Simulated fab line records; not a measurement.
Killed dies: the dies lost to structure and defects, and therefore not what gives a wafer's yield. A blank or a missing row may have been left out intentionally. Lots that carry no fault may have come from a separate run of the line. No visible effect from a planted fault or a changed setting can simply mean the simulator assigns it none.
Which tool is to blame? || flow gf180mcu || 13 lots, 39 wafers sampled, at 5 steps of a route of 602

WHAT EACH GAUGE READ, for each wafer
GF_M4_RS_MEAS_05: uses a four-point probe to measure.
{"lot": "L529", "measured": "day 22 12:29", "on": "film metro-01", "M4_ALCU_RS (ohm/sq)": "0.0688 0.0685 0.0688"}
{"lot": "L530", "measured": "day 22 21:56", "on": "film metro-02", "M4_ALCU_RS (ohm/sq)": "0.0707 0.0707 0.0701"}
{"lot": "L531", "measured": "day 23 08:17", "on": "film metro-01", "M4_ALCU_RS (ohm/sq)": "0.0688 0.0693 0.0689"}
{"lot": "L532", "measured": "day 23 10:47", "on": "film metro-01", "M4_ALCU_RS (ohm/sq)": "0.0704 0.0699 0.0703"}
{"lot": "L534", "measured": "day 24 08:58", "on": "film metro-02", "M4_ALCU_RS (ohm/sq)": "0.0689 0.0690 0.0692"}
{"lot": "L536", "measured": "day 24 18:56", "on": "film metro-03", "M4_ALCU_RS (ohm/sq)": "0.0692 0.0700 0.0694"}
{"lot": "L538", "measured": "day 25 17:04", "on": "film metro-02", "M4_ALCU_RS (ohm/sq)": "0.0688 0.0686 0.0696"}
{"lot": "L539", "measured": "day 26 00:43", "on": "film metro-01", "M4_ALCU_RS (ohm/sq)": "0.0707 0.0703 0.0697"}
{"lot": "L542", "measured": "day 26 21:53", "on": "film metro-03", "M4_ALCU_RS (ohm/sq)": "0.0702 0.0700 0.0695"}
{"lot": "L547", "measured": "day 28 11:14", "on": "film metro-02", "M4_ALCU_RS (ohm/sq)": "0.0707 0.0705 0.0706"}
{"lot": "L548", "measured": "day 28 15:55", "on": "film metro-03", "M4_ALCU_RS (ohm/sq)": "0.0694 0.0698 0.0702"}
{"lot": "L549", "measured": "day 28 22:31", "on": "film metro-03", "M4_ALCU_RS (ohm/sq)": "0.0701 0.0688 0.0692"}
{"lot": "L550", "measured": "day 29 05:41", "on": "film metro-01", "M4_ALCU_RS (ohm/sq)": "0.0693 0.0701 0.0710"}

GF_MIM_RS_MEAS_10: uses a four-point probe to measure.
{"lot": "L529", "measured": "day 24 12:29", "on": "film metro-03", "MIM_ALCU_RS (ohm/sq)": "0.1599 0.1612 0.1598"}
{"lot": "L530", "measured": "day 24 22:34", "on": "film metro-03", "MIM_ALCU_RS (ohm/sq)": "0.1629 0.1619 0.1619"}
{"lot": "L531", "measured": "day 25 07:37", "on": "film metro-01", "MIM_ALCU_RS (ohm/sq)": "0.1603 0.1587 0.1591"}
{"lot": "L532", "measured": "day 25 10:26", "on": "film metro-03", "MIM_ALCU_RS (ohm/sq)": "0.1611 0.1599 0.1615"}
{"lot": "L534", "measured": "day 26 07:58", "on": "film metro-04", "MIM_ALCU_RS (ohm/sq)": "0.1580 0.1592 0.1585"}
{"lot": "L536", "measured": "day 26 17:23", "on": "film metro-03", "MIM_ALCU_RS (ohm/sq)": "0.1593 0.1586 0.1590"}
{"lot": "L538", "measured": "day 27 13:47", "on": "film metro-04", "MIM_ALCU_RS (ohm/sq)": "0.1597 0.1603 0.1605"}
{"lot": "L539", "measured": "day 27 20:38", "on": "film metro-01", "MIM_ALCU_RS (ohm/sq)": "0.1618 0.1610 0.1613"}
{"lot": "L542", "measured": "day 28 16:41", "on": "film metro-01", "MIM_ALCU_RS (ohm/sq)": "0.1602 0.1605 0.1621"}
{"lot": "L547", "measured": "day 30 04:41", "on": "film metro-03", "MIM_ALCU_RS (ohm/sq)": "0.1548 0.1546 0.1573"}
{"lot": "L548", "measured": "day 30 09:41", "on": "film metro-03", "MIM_ALCU_RS (ohm/sq)": "0.1583 0.1579 0.1584"}
{"lot": "L549", "measured": "day 30 14:42", "on": "film metro-04", "MIM_ALCU_RS (ohm/sq)": "0.1588 0.1588 0.1580"}
{"lot": "L550", "measured": "day 30 21:50", "on": "film metro-03", "MIM_ALCU_RS (ohm/sq)": "0.1593 0.1583 0.1594"}

GF_M5_CD_MEAS_07: the cd target is 280 nm.
{"lot": "L529", "measured": "day 26 07:27", "on": "cd sem-01", "cd nm (nm)": "279.1 280.5 279.8"}
{"lot": "L530", "measured": "day 26 17:01", "on": "cd sem-02", "cd nm (nm)": "280.5 280.6 280.2"}
{"lot": "L531", "measured": "day 27 02:27", "on": "cd sem-02", "cd nm (nm)": "282.2 281.3 281.2"}
{"lot": "L532", "measured": "day 27 03:51", "on": "cd sem-02", "cd nm (nm)": "281.1 280.6 280.8"}
{"lot": "L534", "measured": "day 28 01:22", "on": "cd sem-01", "cd nm (nm)": "280.2 280.5 281.6"}
{"lot": "L536", "measured": "day 28 09:10", "on": "cd sem-02", "cd nm (nm)": "280.4 281.3 280.7"}
{"lot": "L538", "measured": "day 29 04:59", "on": "cd sem-02", "cd nm (nm)": "281.6 281.2 280.9"}
{"lot": "L539", "measured": "day 29 11:45", "on": "cd sem-01", "cd nm (nm)": "281.4 281.4 280.4"}
{"lot": "L542", "measured": "day 30 07:18", "on": "cd sem-01", "cd nm (nm)": "282.2 281.4 281.3"}
{"lot": "L547", "measured": "day 31 16:36", "on": "cd sem-01", "cd nm (nm)": "273.6 272.5 273.3 273.7 272.5 273.7"}
{"lot": "L548", "measured": "day 31 20:34", "on": "cd sem-02", "cd nm (nm)": "278.4 279.3 279.8"}
{"lot": "L549", "measured": "day 32 01:16", "on": "cd sem-01", "cd nm (nm)": "271.6 273.9 272.7 271.6 273.6 271.9"}
{"lot": "L550", "measured": "day 32 08:22", "on": "cd sem-01", "cd nm (nm)": "281.6 280.7 281.1"}

GF_V5_CD_MEAS_14: the cd target is 260 nm.
{"lot": "L529", "measured": "day 27 05:35", "on": "cd sem-01", "cd nm (nm)": "261.0 261.7 259.6"}
{"lot": "L530", "measured": "day 27 14:57", "on": "cd sem-01", "cd nm (nm)": "258.5 260.0 258.5"}
{"lot": "L531", "measured": "day 28 00:42", "on": "cd sem-02", "cd nm (nm)": "258.4 258.6 258.1"}
{"lot": "L532", "measured": "day 28 01:48", "on": "cd sem-02", "cd nm (nm)": "260.2 259.7 259.9"}
{"lot": "L534", "measured": "day 28 23:09", "on": "cd sem-01", "cd nm (nm)": "259.7 259.0 258.8"}
{"lot": "L536", "measured": "day 29 06:12", "on": "cd sem-02", "cd nm (nm)": "260.2 261.0 258.4"}
{"lot": "L538", "measured": "day 30 01:11", "on": "cd sem-02", "cd nm (nm)": "261.2 260.7 262.2"}
{"lot": "L539", "measured": "day 30 08:06", "on": "cd sem-02", "cd nm (nm)": "258.7 259.0 258.4"}
{"lot": "L542", "measured": "day 31 02:12", "on": "cd sem-01", "cd nm (nm)": "257.6 258.5 258.0"}
{"lot": "L547", "measured": "day 32 10:57", "on": "cd sem-02", "cd nm (nm)": "260.1 259.7 259.1"}
{"lot": "L548", "measured": "day 32 14:42", "on": "cd sem-01", "cd nm (nm)": "259.6 259.1 259.3"}
{"lot": "L549", "measured": "day 32 19:28", "on": "cd sem-01", "cd nm (nm)": "261.2 262.4 261.5"}
{"lot": "L550", "measured": "day 33 01:12", "on": "cd sem-01", "cd nm (nm)": "257.1 256.7 258.0"}

WHICH TOOL RAN EACH LOT (tool, then ch and the chambers of the sampled wafers, then the start)
{"lot": "L529", "GF_M5_PEB_05": "litho track-04 ch 0, day 26 07:08"}
{"lot": "L530", "GF_M5_PEB_05": "litho track-04 ch 0, day 26 16:40"}
{"lot": "L531", "GF_M5_PEB_05": "litho track-01 ch 0, day 27 02:06"}
{"lot": "L532", "GF_M5_PEB_05": "litho track-03 ch 0, day 27 03:30"}
{"lot": "L534", "GF_M5_PEB_05": "litho track-04 ch 0, day 28 01:01"}
{"lot": "L536", "GF_M5_PEB_05": "litho track-04 ch 0, day 28 08:49"}
{"lot": "L538", "GF_M5_PEB_05": "litho track-03 ch 0, day 29 04:40"}
{"lot": "L539", "GF_M5_PEB_05": "litho track-01 ch 0, day 29 11:24"}
{"lot": "L542", "GF_M5_PEB_05": "litho track-03 ch 0, day 30 06:57"}
{"lot": "L547", "GF_M5_PEB_05": "litho track-03 ch 0, day 31 16:15"}
{"lot": "L548", "GF_M5_PEB_05": "litho track-04 ch 0, day 31 20:13"}
{"lot": "L549", "GF_M5_PEB_05": "litho track-03 ch 0, day 32 00:56"}
{"lot": "L550", "GF_M5_PEB_05": "litho track-04 ch 0, day 32 08:01"}
- GF_M5_PEB_05: peb time 90 s.

AS READ BY THE TOOLS THEMSELVES (means over the sampled wafers that have a number; for cases with no such wafer, the mark the record gives instead)
GF_M5_PEB_05.
{"lot": "L529", "tool": "litho track-04", "heater power total W (W)": 85.73, "plate temp C (C)": 135.03}
{"lot": "L530", "tool": "litho track-04", "heater power total W (W)": 85.66, "plate temp C (C)": 135.01}
{"lot": "L531", "tool": "litho track-01", "heater power total W (W)": 85.70, "plate temp C (C)": 134.86}
{"lot": "L532", "tool": "litho track-03", "heater power total W (W)": 85.60, "plate temp C (C)": 135.00}
{"lot": "L534", "tool": "litho track-04", "heater power total W (W)": 85.72, "plate temp C (C)": 134.94}
{"lot": "L536", "tool": "litho track-04", "heater power total W (W)": 85.69, "plate temp C (C)": 135.12}
{"lot": "L538", "tool": "litho track-03", "heater power total W (W)": 85.79, "plate temp C (C)": 134.91}
{"lot": "L539", "tool": "litho track-01", "heater power total W (W)": 85.73, "plate temp C (C)": 135.06}
{"lot": "L542", "tool": "litho track-03", "heater power total W (W)": 85.78, "plate temp C (C)": 135.08}
{"lot": "L547", "tool": "litho track-03", "heater power total W (W)": 88.71, "plate temp C (C)": 138.76}
{"lot": "L548", "tool": "litho track-04", "heater power total W (W)": 85.70, "plate temp C (C)": 135.02}
{"lot": "L549", "tool": "litho track-03", "heater power total W (W)": 88.67, "plate temp C (C)": 138.56}
{"lot": "L550", "tool": "litho track-04", "heater power total W (W)": 85.67, "plate temp C (C)": 135.06}

THE ANSWER, worked out from the rows above alone
Rule: what is usual is taken from the lots themselves. Put in order of their means at a reading, lots are off if they are a third of the lots or fewer, leave a main group of 4 or more, and stand apart from it by a gap of 3 or more times the standard deviation of the main group's means; of several such gaps the widest counts. Not used: any main group whose means are identical at the precision the tables above print for the reading. A lot without any number at a reading at which 4 lots or more have one is off too. Where the step has rows for the other lots, those lots are counted as sound. After the gauges, taken in route order, come the tools' own readings; for these a lot's mean is taken, as printed above. The first step at which some lot is off is used, and at that step the reading that is off furthest; a lot without a number counts as furthest.
Off: L547, L549, at GF_M5_CD_MEAS_07 (cd nm). For the main group the mean is 280.8 nm and the standard deviation 0.7.
If a tool, at a process step before that reading, ran all the lots that are off and no sound lot after the first of them, it fits. Not tried: the gauges at GF_M5_CD_MEAS_07; whatever is off there is also off at GF_M5_PEB_05, on other tools, and gauge error can't account for it. One fits: litho track-03 at GF_M5_PEB_05. A fault onset in the window from L542 (day 30 06:57, its last sound lot) to L547 (day 31 16:15, its first lot off) fits.
The tool's own readings at GF_M5_PEB_05 bear it out: on the lots that are off they differ by more than 5 times the standard deviation of the sound lots' means. heater power total W reads 88.69 W there against 85.71 W on the sound lots; plate temp C reads 138.66 C there against 135.01 C on the sound lots.

WHAT THE SIMULATOR HAD INSERTED
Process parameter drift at GF_M5_PEB_05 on litho track-03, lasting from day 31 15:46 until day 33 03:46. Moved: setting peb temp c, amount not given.
Lots struck among those shown: L547, L549. The rule given above showed the same thing.
